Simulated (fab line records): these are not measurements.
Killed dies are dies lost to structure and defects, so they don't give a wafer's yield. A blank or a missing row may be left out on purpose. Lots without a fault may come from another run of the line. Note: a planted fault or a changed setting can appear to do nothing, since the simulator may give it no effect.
Which tool did it? || flow sky130 || Sampling: 13 lots, 39 wafers, 6 of 708 route steps

WHAT THE GAUGES SHOWED, per wafer
SKY_LDD_HVN_OVL_MEAS_07. Usual: for LDD_HVN_OVL the level is -0.2 nm and the standard deviation is 1.2.
{"lot": "L701", "measured": "day 19 18:38", "on": "overlay-02", "LDD_HVN_OVL (nm)": "1.0 0.4 0.4", "flag": ""}
{"lot": "L702", "measured": "day 20 12:44", "on": "overlay-02", "LDD_HVN_OVL (nm)": "1.2 -0.1 -2.2", "flag": ""}
{"lot": "L703", "measured": "day 21 03:01", "on": "overlay-01", "LDD_HVN_OVL (nm)": "1.6 1.5 -1.1", "flag": ""}
{"lot": "L704", "measured": "day 21 07:30", "on": "overlay-01", "LDD_HVN_OVL (nm)": "1.2 -0.4 -0.4", "flag": ""}
{"lot": "L706", "measured": "day 22 08:11", "on": "overlay-02", "LDD_HVN_OVL (nm)": "- - -", "flag": "OFF"}
{"lot": "L709", "measured": "day 23 09:19", "on": "overlay-02", "LDD_HVN_OVL (nm)": "-1.1 -0.7 1.4", "flag": ""}
{"lot": "L712", "measured": "day 24 20:25", "on": "overlay-02", "LDD_HVN_OVL (nm)": "-1.8 -0.5 0.8", "flag": ""}
{"lot": "L716", "measured": "day 25 20:56", "on": "overlay-02", "LDD_HVN_OVL (nm)": "-0.8 1.7 -0.5", "flag": ""}
{"lot": "L718", "measured": "day 26 16:59", "on": "overlay-02", "LDD_HVN_OVL (nm)": "0.4 -0.7 0.0", "flag": ""}
{"lot": "L720", "measured": "day 27 02:20", "on": "overlay-01", "LDD_HVN_OVL (nm)": "-0.2 -1.6 -0.9", "flag": ""}
{"lot": "L721", "measured": "day 27 08:53", "on": "overlay-02", "LDD_HVN_OVL (nm)": "-1.3 -1.6 -1.6", "flag": ""}
{"lot": "L722", "measured": "day 27 16:44", "on": "overlay-01", "LDD_HVN_OVL (nm)": "-0.3 -0.1 -0.9", "flag": ""}
{"lot": "L723", "measured": "day 28 02:23", "on": "overlay-02", "LDD_HVN_OVL (nm)": "-1.6 -0.7 0.7", "flag": ""}

SKY_LDD_HVN_TW_MEAS_10. Usual: for LDD_HVN_TW the level is 1417 and the standard deviation is 6.4.
{"lot": "L701", "measured": "day 19 18:55", "on": "film metro-04", "LDD_HVN_TW": "1413 1412 1413", "flag": ""}
{"lot": "L702", "measured": "day 20 13:01", "on": "film metro-03", "LDD_HVN_TW": "1426 1423 1420", "flag": ""}
{"lot": "L703", "measured": "day 21 03:19", "on": "film metro-01", "LDD_HVN_TW": "1414 1415 1407", "flag": ""}
{"lot": "L704", "measured": "day 21 07:48", "on": "film metro-01", "LDD_HVN_TW": "1422 1411 1419", "flag": ""}
{"lot": "L706", "measured": "day 22 08:28", "on": "film metro-04", "LDD_HVN_TW": "30 30 30", "flag": "OFF"}
{"lot": "L709", "measured": "day 23 09:37", "on": "film metro-04", "LDD_HVN_TW": "1415 1425 1420", "flag": ""}
{"lot": "L712", "measured": "day 24 20:43", "on": "film metro-01", "LDD_HVN_TW": "1421 1421 1429", "flag": ""}
{"lot": "L716", "measured": "day 25 21:13", "on": "film metro-04", "LDD_HVN_TW": "1402 1406 1414", "flag": ""}
{"lot": "L718", "measured": "day 26 17:17", "on": "film metro-01", "LDD_HVN_TW": "1414 1424 1417", "flag": ""}
{"lot": "L720", "measured": "day 27 02:37", "on": "film metro-04", "LDD_HVN_TW": "1423 1410 1415", "flag": ""}
{"lot": "L721", "measured": "day 27 09:10", "on": "film metro-01", "LDD_HVN_TW": "1415 1417 1416", "flag": ""}
{"lot": "L722", "measured": "day 27 17:01", "on": "film metro-04", "LDD_HVN_TW": "1409 1416 1411", "flag": ""}
{"lot": "L723", "measured": "day 28 02:40", "on": "film metro-01", "LDD_HVN_TW": "1418 1408 1413", "flag": ""}

SKY_LDD_HVP_TW_MEAS_10. Usual: for LDD_HVP_TW the level is 452 and the standard deviation is 3.4.
{"lot": "L701", "measured": "day 21 03:01", "on": "film metro-03", "LDD_HVP_TW": "450 449 451", "flag": ""}
{"lot": "L702", "measured": "day 21 20:34", "on": "film metro-03", "LDD_HVP_TW": "452 452 454", "flag": ""}
{"lot": "L703", "measured": "day 22 10:55", "on": "film metro-04", "LDD_HVP_TW": "449 450 449", "flag": ""}
{"lot": "L704", "measured": "day 22 15:21", "on": "film metro-03", "LDD_HVP_TW": "453 452 450", "flag": ""}
{"lot": "L706", "measured": "day 23 15:01", "on": "film metro-04", "LDD_HVP_TW": "1419 1429 1437", "flag": "OFF"}
{"lot": "L709", "measured": "day 24 13:31", "on": "film metro-04", "LDD_HVP_TW": "445 447 445", "flag": ""}
{"lot": "L712", "measured": "day 26 00:31", "on": "film metro-02", "LDD_HVP_TW": "454 455 455", "flag": ""}
{"lot": "L716", "measured": "day 27 00:31", "on": "film metro-03", "LDD_HVP_TW": "454 453 455", "flag": ""}
{"lot": "L718", "measured": "day 27 19:47", "on": "film metro-02", "LDD_HVP_TW": "451 454 455", "flag": ""}
{"lot": "L720", "measured": "day 28 06:04", "on": "film metro-03", "LDD_HVP_TW": "451 451 451", "flag": ""}
{"lot": "L721", "measured": "day 28 12:34", "on": "film metro-02", "LDD_HVP_TW": "456 460 456", "flag": ""}
{"lot": "L722", "measured": "day 28 20:40", "on": "film metro-04", "LDD_HVP_TW": "449 450 448", "flag": ""}
{"lot": "L723", "measured": "day 29 06:07", "on": "film metro-02", "LDD_HVP_TW": "455 456 457", "flag": ""}

SKY_LI_CONTACT_CD_MEAS_12: target cd 170 nm. Usual: 169.3 nm for cd nm, sd 1.4.
{"lot": "L701", "measured": "day 28 08:41", "on": "cd sem-01", "cd nm (nm)": "169.3 169.7 171.5", "flag": ""}
{"lot": "L702", "measured": "day 29 02:31", "on": "cd sem-01", "cd nm (nm)": "167.9 168.1 168.3", "flag": ""}
{"lot": "L703", "measured": "day 29 16:04", "on": "cd sem-02", "cd nm (nm)": "168.7 167.4 166.9", "flag": ""}
{"lot": "L704", "measured": "day 29 18:23", "on": "cd sem-02", "cd nm (nm)": "171.1 171.5 171.6", "flag": ""}
{"lot": "L706", "measured": "day 30 17:34", "on": "cd sem-02", "cd nm (nm)": "169.7 168.9 168.3", "flag": ""}
{"lot": "L709", "measured": "day 31 15:16", "on": "cd sem-02", "cd nm (nm)": "169.5 169.0 169.0", "flag": ""}
{"lot": "L712", "measured": "day 33 00:23", "on": "cd sem-01", "cd nm (nm)": "171.0 172.5 172.4", "flag": ""}
{"lot": "L716", "measured": "day 33 23:14", "on": "cd sem-01", "cd nm (nm)": "167.9 167.3 166.8", "flag": ""}
{"lot": "L718", "measured": "day 34 19:28", "on": "cd sem-02", "cd nm (nm)": "168.9 170.0 168.0", "flag": ""}
{"lot": "L720", "measured": "day 35 06:23", "on": "cd sem-02", "cd nm (nm)": "168.2 167.7 169.0", "flag": ""}
{"lot": "L721", "measured": "day 35 12:26", "on": "cd sem-02", "cd nm (nm)": "168.5 169.8 168.9", "flag": ""}
{"lot": "L722", "measured": "day 35 20:41", "on": "cd sem-02", "cd nm (nm)": "169.1 170.2 169.9", "flag": ""}
{"lot": "L723", "measured": "day 36 05:14", "on": "cd sem-01", "cd nm (nm)": "169.2 168.7 169.4", "flag": ""}

SKY_LI_CONTACT_RS_MEAS_22: measurement is done with a four-point probe. Usual: for LI_CONTACT_W_RS the level is 0.286 ohm/sq and the standard deviation is 0.0049.
{"lot": "L701", "measured": "day 28 09:31", "on": "film metro-04", "LI_CONTACT_W_RS (ohm/sq)": "0.284 0.285 0.290", "flag": ""}
{"lot": "L702", "measured": "day 29 03:25", "on": "film metro-04", "LI_CONTACT_W_RS (ohm/sq)": "0.286 0.286 0.285", "flag": ""}
{"lot": "L703", "measured": "day 29 16:55", "on": "film metro-04", "LI_CONTACT_W_RS (ohm/sq)": "0.289 0.281 0.287", "flag": ""}
{"lot": "L704", "measured": "day 29 19:26", "on": "film metro-04", "LI_CONTACT_W_RS (ohm/sq)": "0.284 0.286 0.290", "flag": ""}
{"lot": "L706", "measured": "day 30 18:25", "on": "film metro-01", "LI_CONTACT_W_RS (ohm/sq)": "0.285 0.278 0.282", "flag": ""}
{"lot": "L709", "measured": "day 31 16:07", "on": "film metro-03", "LI_CONTACT_W_RS (ohm/sq)": "0.289 0.288 0.288", "flag": ""}
{"lot": "L712", "measured": "day 33 01:13", "on": "film metro-04", "LI_CONTACT_W_RS (ohm/sq)": "0.283 0.287 0.284", "flag": ""}
{"lot": "L716", "measured": "day 34 00:11", "on": "film metro-01", "LI_CONTACT_W_RS (ohm/sq)": "0.290 0.287 0.286", "flag": ""}
{"lot": "L718", "measured": "day 34 20:18", "on": "film metro-04", "LI_CONTACT_W_RS (ohm/sq)": "0.283 0.281 0.277", "flag": ""}
{"lot": "L720", "measured": "day 35 07:13", "on": "film metro-01", "LI_CONTACT_W_RS (ohm/sq)": "0.279 0.280 0.279", "flag": ""}
{"lot": "L721", "measured": "day 35 13:16", "on": "film metro-01", "LI_CONTACT_W_RS (ohm/sq)": "0.276 0.278 0.278", "flag": ""}
{"lot": "L722", "measured": "day 35 21:32", "on": "film metro-03", "LI_CONTACT_W_RS (ohm/sq)": "0.300 0.297 0.292", "flag": ""}
{"lot": "L723", "measured": "day 36 06:05", "on": "film metro-01", "LI_CONTACT_W_RS (ohm/sq)": "0.280 0.282 0.280", "flag": ""}

WHICH TOOL RAN EACH LOT (tool, then ch and the chambers of the sampled wafers, then the start)
{"lot": "L701", "SKY_LDD_HVN_EXPOSE_04": "iline stepper-02 ch 0, day 19 03:54"}
{"lot": "L702", "SKY_LDD_HVN_EXPOSE_04": "iline stepper-01 ch 0, day 19 20:51"}
{"lot": "L703", "SKY_LDD_HVN_EXPOSE_04": "iline stepper-02 ch 0, day 20 11:57"}
{"lot": "L704", "SKY_LDD_HVN_EXPOSE_04": "iline stepper-01 ch 0, day 20 15:54"}
{"lot": "L706", "SKY_LDD_HVN_EXPOSE_04": "iline stepper-02 ch 0, day 21 17:33"}
{"lot": "L709", "SKY_LDD_HVN_EXPOSE_04": "iline stepper-01 ch 0, day 22 18:33"}
{"lot": "L712", "SKY_LDD_HVN_EXPOSE_04": "iline stepper-02 ch 0, day 24 07:27"}
{"lot": "L716", "SKY_LDD_HVN_EXPOSE_04": "iline stepper-02 ch 0, day 25 07:39"}
{"lot": "L718", "SKY_LDD_HVN_EXPOSE_04": "iline stepper-01 ch 0, day 26 02:50"}
{"lot": "L720", "SKY_LDD_HVN_EXPOSE_04": "iline stepper-02 ch 0, day 26 13:16"}
{"lot": "L721", "SKY_LDD_HVN_EXPOSE_04": "iline stepper-02 ch 0, day 26 19:43"}
{"lot": "L722", "SKY_LDD_HVN_EXPOSE_04": "iline stepper-02 ch 0, day 27 03:29"}
{"lot": "L723", "SKY_LDD_HVN_EXPOSE_04": "iline stepper-02 ch 0, day 27 12:34"}
- SKY_LDD_HVN_EXPOSE_04: exposes mask HVNTM, target cd 700 nm.

AS READ BY THE TOOLS THEMSELVES (means over the sampled wafers that have a number; for cases with no such wafer, the mark the record gives instead)
SKY_LDD_HVN_EXPOSE_04. Usual: stage vel mm s 499.99 mm/s, standard deviation 0.27.
{"lot": "L701", "tool": "iline stepper-02", "stage vel mm s (mm/s)": 500.14, "flag": ""}
{"lot": "L702", "tool": "iline stepper-01", "stage vel mm s (mm/s)": 500.04, "flag": ""}
{"lot": "L703", "tool": "iline stepper-02", "stage vel mm s (mm/s)": 499.91, "flag": ""}
{"lot": "L704", "tool": "iline stepper-01", "stage vel mm s (mm/s)": 499.83, "flag": ""}
{"lot": "L706", "tool": "iline stepper-02", "stage vel mm s (mm/s)": 500.02, "flag": ""}
{"lot": "L709", "tool": "iline stepper-01", "stage vel mm s (mm/s)": 499.51, "flag": ""}
{"lot": "L712", "tool": "iline stepper-02", "stage vel mm s (mm/s)": 500.06, "flag": ""}
{"lot": "L716", "tool": "iline stepper-02", "stage vel mm s (mm/s)": 499.94, "flag": ""}
{"lot": "L718", "tool": "iline stepper-01", "stage vel mm s (mm/s)": 499.59, "flag": ""}
{"lot": "L720", "tool": "iline stepper-02", "stage vel mm s (mm/s)": 500.40, "flag": ""}
{"lot": "L721", "tool": "iline stepper-02", "stage vel mm s (mm/s)": 500.09, "flag": ""}
{"lot": "L722", "tool": "iline stepper-02", "stage vel mm s (mm/s)": 500.07, "flag": ""}
{"lot": "L723", "tool": "iline stepper-02", "stage vel mm s (mm/s)": 500.27, "flag": ""}

THE ANSWER, worked out from the rows above alone
Rule: a lot is off if the mean of its wafers that have a number lies more than 3 standard deviations from the usual mean. Also off: a lot with no number at a reading for which 4 or more lots have one. All remaining lots with rows at the step are treated as sound. After the gauges, taken in route order, come the tools' own readings; for these a lot's mean is taken, as printed above. The first step at which some lot is off is used, and at that step the reading that is off furthest; a lot without a number counts as furthest.
Off: at SKY_LDD_HVN_OVL_MEAS_07 (LDD_HVN_OVL), L706. Without a number there: L706.
If a tool, at a process step before that reading, ran all the lots that are off and no sound lot after the first of them, it fits. The gauges at SKY_LDD_HVN_OVL_MEAS_07 aren't tried: what is off there is off at SKY_LDD_HVN_TW_MEAS_10 too, on other tools, and a gauge's error can't cause that. No candidate that was tried fits.

WHAT THE SIMULATOR PUT IN
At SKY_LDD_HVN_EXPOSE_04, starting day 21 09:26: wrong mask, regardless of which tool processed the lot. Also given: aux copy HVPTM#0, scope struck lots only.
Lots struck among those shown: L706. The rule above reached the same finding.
